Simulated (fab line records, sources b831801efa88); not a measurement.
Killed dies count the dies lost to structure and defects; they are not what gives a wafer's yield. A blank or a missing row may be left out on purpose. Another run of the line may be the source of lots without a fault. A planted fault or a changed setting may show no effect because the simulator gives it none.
Matching of chambers ; flow sfq-line ; SFQ_TRILAYER_I6_CMP_CMP_166 on cmp-02 has 4 sister chambers
The step polishes SiO2. 8 wafers are shown with their chamber, then 8 later ones without.

== WAFERS PAIRED WITH THEIR CHAMBERS ==
wafer;chamber;motor-current-A (A);edge-zone-pressure-frac
L191.6;0;10.3;0.998
L205.1;3;11.0;1.000
L207.4;3;10.9;1.007
L207.5;0;10.5;0.997
L209.4;1;9.9;1.006
L209.5;2;10.0;1.004
L209.6;1;10.5;0.997
L211.1;2;10.4;1.003

== WAFERS WITHOUT THEIR CHAMBER ==
wafer;motor-current-A (A);edge-zone-pressure-frac
L211.4;10.1;0.999
L211.6;10.6;1.000
L212.1;10.2;0.997
L212.5;10.3;0.998
L212.6;9.3;1.001
L213.2;10.0;0.996
L213.4;9.7;1.000
L213.5;9.9;0.997

== WHICH CHAMBER EACH ONE RAN IN ==
wafer;from the rows above;in truth
L211.4;can't be placed: 1 or 2 or 0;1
L211.6;can't be placed: 0 or 1 or 3 or 2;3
L212.1;can't be placed: 0 or 1 or 2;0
L212.5;can't be placed: 0 or 1 or 2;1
L212.6;can't be placed: 1 or 2 or 0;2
L213.2;can't be placed: 0 or 1 or 2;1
L213.4;can't be placed: 1 or 2 or 0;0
L213.5;can't be placed: 1 or 0 or 2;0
Correct placement for 0 of the 8. Cannot be placed on the basis of these rows: 8; the candidates contain the true chamber in 8. Number placed wrongly: 0.
How it was worked out, from the rows above alone: a wafer's distance from a chamber is the root of the sum, over the readings, of the square of ((its reading less the chamber's mean) divided by the reading's scatter). If the next closest chamber is less than 2 further off than the closest, the wafer can't be placed; otherwise it belongs to the closest. The mean given for a chamber averages the wafers shown for that chamber. The scatter: the root of (the sum of the squares of (reading less its chamber's mean) over the shown wafers, divided by (wafers less chambers)).
